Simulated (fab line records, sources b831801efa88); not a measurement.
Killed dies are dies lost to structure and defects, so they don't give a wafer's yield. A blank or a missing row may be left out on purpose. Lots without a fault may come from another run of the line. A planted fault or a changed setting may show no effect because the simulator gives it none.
A sampling plan put to the test | flow gf180mcu | one fab line, 15 faults that these records tell of, each judged on the records of the lots that it struck
The plan is the line's own looks: the steps of the route at which a gauge or an inspection reads the wafer and doesn't change it. A look can be judged if struck wafers have a number there and the file gives its usual mean and standard deviation on fault-free wafers. Caught: at a look after the fault's first step, the mean of the struck wafers lies 4 or more of those standard deviations (sigma) from the usual mean. On the tool: the same test on the tool's own readings at the fault's steps. Another recipe on the struck wafers, or a record that is blank for them alone, also counts as caught.

THE FAULTS, as the simulator had put them in
1. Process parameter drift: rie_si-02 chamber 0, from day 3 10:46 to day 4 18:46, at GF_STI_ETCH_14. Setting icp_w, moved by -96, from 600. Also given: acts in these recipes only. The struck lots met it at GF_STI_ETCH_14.
2. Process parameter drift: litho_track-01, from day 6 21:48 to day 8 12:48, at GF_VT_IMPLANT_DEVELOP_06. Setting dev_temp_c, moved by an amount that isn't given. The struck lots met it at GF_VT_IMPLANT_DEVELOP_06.
3. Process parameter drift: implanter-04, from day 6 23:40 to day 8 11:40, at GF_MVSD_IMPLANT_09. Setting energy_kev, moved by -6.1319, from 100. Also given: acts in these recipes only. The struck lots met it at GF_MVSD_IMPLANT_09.
4. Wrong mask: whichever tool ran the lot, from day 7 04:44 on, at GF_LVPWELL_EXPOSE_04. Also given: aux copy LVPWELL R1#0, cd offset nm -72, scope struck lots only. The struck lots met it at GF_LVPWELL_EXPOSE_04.
5. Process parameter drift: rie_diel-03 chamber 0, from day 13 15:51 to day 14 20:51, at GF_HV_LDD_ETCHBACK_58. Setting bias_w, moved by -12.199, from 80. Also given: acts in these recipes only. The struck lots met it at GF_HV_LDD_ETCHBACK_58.
6. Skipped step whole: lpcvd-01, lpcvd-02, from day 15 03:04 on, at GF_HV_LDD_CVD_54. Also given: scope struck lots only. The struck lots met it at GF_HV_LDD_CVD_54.
7. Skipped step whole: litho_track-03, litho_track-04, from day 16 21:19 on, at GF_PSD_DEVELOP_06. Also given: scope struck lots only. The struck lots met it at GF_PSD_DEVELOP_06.
8. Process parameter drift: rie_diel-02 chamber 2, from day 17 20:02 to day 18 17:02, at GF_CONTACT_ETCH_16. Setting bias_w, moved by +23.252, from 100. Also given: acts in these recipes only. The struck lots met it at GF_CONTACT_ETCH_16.
9. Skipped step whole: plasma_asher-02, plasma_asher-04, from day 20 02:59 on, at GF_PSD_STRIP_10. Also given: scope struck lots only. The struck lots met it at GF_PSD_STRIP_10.
10. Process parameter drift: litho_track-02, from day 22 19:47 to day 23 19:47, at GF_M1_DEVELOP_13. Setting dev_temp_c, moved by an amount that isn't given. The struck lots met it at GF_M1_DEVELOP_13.
11. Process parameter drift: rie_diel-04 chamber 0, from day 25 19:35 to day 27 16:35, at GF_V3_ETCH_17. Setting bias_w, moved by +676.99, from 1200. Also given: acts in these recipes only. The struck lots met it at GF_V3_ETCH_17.
12. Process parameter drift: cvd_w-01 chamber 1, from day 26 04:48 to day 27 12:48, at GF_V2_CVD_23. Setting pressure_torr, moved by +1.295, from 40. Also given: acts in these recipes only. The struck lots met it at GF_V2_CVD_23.
13. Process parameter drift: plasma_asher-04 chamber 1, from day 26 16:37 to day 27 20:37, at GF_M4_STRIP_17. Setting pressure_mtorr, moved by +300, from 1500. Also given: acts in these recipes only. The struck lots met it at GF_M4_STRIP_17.
14. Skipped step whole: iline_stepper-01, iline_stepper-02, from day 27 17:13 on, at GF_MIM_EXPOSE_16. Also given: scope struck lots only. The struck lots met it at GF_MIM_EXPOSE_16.
15. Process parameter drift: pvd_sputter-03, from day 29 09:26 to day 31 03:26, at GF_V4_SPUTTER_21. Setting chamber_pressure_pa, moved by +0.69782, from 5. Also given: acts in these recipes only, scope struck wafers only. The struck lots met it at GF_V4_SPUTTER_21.

WHAT THE PLAN SAW
fault | on the tool itself                               | first look that catches it                   | reading, sigma | median hours from its first step to that look | hours from the fault's start to the first struck lot there | judged looks passed uncaught
1     | rf_fwd_power_W -57 sigma                         | no look after it can be judged               | -              | -                                             | -                                                          | 0
2     | developer_temp_C +8.6 sigma                      | not the one look that can be judged after it | -              | -                                             | -                                                          | 1
3     | beam_energy_keV -99 or beyond sigma              | not the one look that can be judged after it | -              | -                                             | -                                                          | 1
4     | no reading that can be judged                    | no look after it can be judged               | -              | -                                             | -                                                          | 0
5     | bias_w -49 sigma                                 | no look after it can be judged               | -              | -                                             | -                                                          | 0
6     | the tool's record is blank for the struck wafers | no look after it can be judged               | -              | -                                             | -                                                          | 0
7     | the tool's record is blank for the struck wafers | not the one look that can be judged after it | -              | -                                             | -                                                          | 1
8     | bias_w +76 sigma                                 | no look after it can be judged               | -              | -                                             | -                                                          | 0
9     | the tool's record is blank for the struck wafers | no look after it can be judged               | -              | -                                             | -                                                          | 0
10    | developer_temp_C +8.6 sigma                      | no look after it can be judged               | -              | -                                             | -                                                          | 0
11    | bias_w +99 or beyond sigma                       | not the one look that can be judged after it | -              | -                                             | -                                                          | 1
12    | chamber_pressure_Torr +15 sigma                  | not the one look that can be judged after it | -              | -                                             | -                                                          | 1
13    | chamber_pressure_mTorr +99 or beyond sigma       | no look after it can be judged               | -              | -                                             | -                                                          | 0
14    | no reading that can be judged                    | no look after it can be judged               | -              | -                                             | -                                                          | 0
15    | chamber_pressure_pa +73 sigma                    | no look after it can be judged               | -              | -                                             | -                                                          | 0
A dash: the fault isn't caught, or these records don't give the number.

Caught at a look: 0 of 15. Caught on the tool: 13 of 15. By one or the other: 13 of 15.
Caught on the tool alone: faults 1, 2, 3, 5, 6, 7, 8, 9, 10, 11, 12, 13, 15.
Caught by neither: faults 4, 14.
